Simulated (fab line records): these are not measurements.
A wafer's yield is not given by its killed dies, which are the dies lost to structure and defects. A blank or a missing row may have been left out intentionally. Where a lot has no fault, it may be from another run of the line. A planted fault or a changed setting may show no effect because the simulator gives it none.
Struck lot and sound lot, side by side    flow sky130    14 steps out of a route of 708
Sound: wafers L833.1, L833.4, L833.6. Wafers L825.3, L825.4, L825.6 were the ones struck. Last of all comes the cause.
For every step that has rows: the tool of each side, followed by ch and its chambers, followed by its first start. Under that, the readings that differ: sound wafers    struck wafers    difference of the means    sigmas: that difference in standard deviations of wafers without a fault.
alike: same words and numbers on both sides, and readings whose means sit less than 2 such deviations apart. not compared: any withheld reading, any reading some wafer has no value for, any bound like >300 that may hide the same value, and any number with overlapping values for which the record gives no deviation.
A row with sigmas, a row that says differs or no value, or rows on one side alone: a step with any of these is where the two part. When numbers do not overlap yet have no deviation, they are printed without sigmas and do not part them. A reading that every wafer of one side lacks parts them only if that side has two wafers or more.

first, 4 steps without rows for these wafers: SKY_VT_ADJUST_PCH_SOFTBAKE_03; SKY_VT_ADJUST_PCH_EXPOSE_04 (exposes mask NWM, target cd 840 nm); SKY_VT_ADJUST_PCH_PEB_05; SKY_VT_ADJUST_PCH_DEVELOP_06 (develop time 60 s).
SKY_VT_ADJUST_PCH_OVL_MEAS_07:
  sound: overlay-01 at day 16 01:18; struck: overlay-02 at day 13 09:26
reading                 sound           struck       difference  sigmas
VT_ADJUST_PCH_OVL (nm)  -1.5 -1.0 -1.2  2.0 0.7 1.7  +2.7        +2
then, 1 step without rows for these wafers: SKY_VT_ADJUST_PCH_IMPLANT_08.
SKY_VT_ADJUST_PCH_STRIP_09: strips in O2/N2.
  sound on plasma asher-01 ch 0, day 16 01:29; struck on plasma asher-02 ch 0,1, day 13 09:39
  alike: drypump motor current A, oes product au, strip time to endpoint s
  not compared: rf hours counter h
SKY_VT_ADJUST_PCH_TW_MEAS_10:
  sound: film metro-03 at day 16 01:35; struck: film metro-01 at day 13 09:44
reading           sound              struck             difference  sigmas
VT_ADJUST_PCH_TW  143.6 143.7 143.9  140.2 140.6 140.7  -3.2        -2
then, 4 steps without rows for these wafers: SKY_SONOS_TUNNEL_DEHYDRATE_00 (time 60 s); SKY_SONOS_TUNNEL_HMDS_01 (prime time 60 s); SKY_SONOS_TUNNEL_COAT_02 (resist thk 1140 nm); SKY_SONOS_TUNNEL_SOFTBAKE_03 (time 60 s).
SKY_SONOS_TUNNEL_EXPOSE_04: exposes mask TUNM, target cd 410 nm.
  struck on iline stepper-02, day 13 21:20; sound on iline stepper-02 ch 0, day 16 16:05
  no value came back on the struck wafers for exposure dose mJ cm2, focus offset nm (nm); on the sound wafers exposure dose mJ cm2 reads 136.51 136.57 136.51
  alike: mask
then, 1 step without rows for these wafers: SKY_SONOS_TUNNEL_PEB_05.

WHERE THEY PART
Earliest at SKY_VT_ADJUST_PCH_OVL_MEAS_07; latest, in this record, at SKY_SONOS_TUNNEL_EXPOSE_04.

WHY: what the simulator had put in
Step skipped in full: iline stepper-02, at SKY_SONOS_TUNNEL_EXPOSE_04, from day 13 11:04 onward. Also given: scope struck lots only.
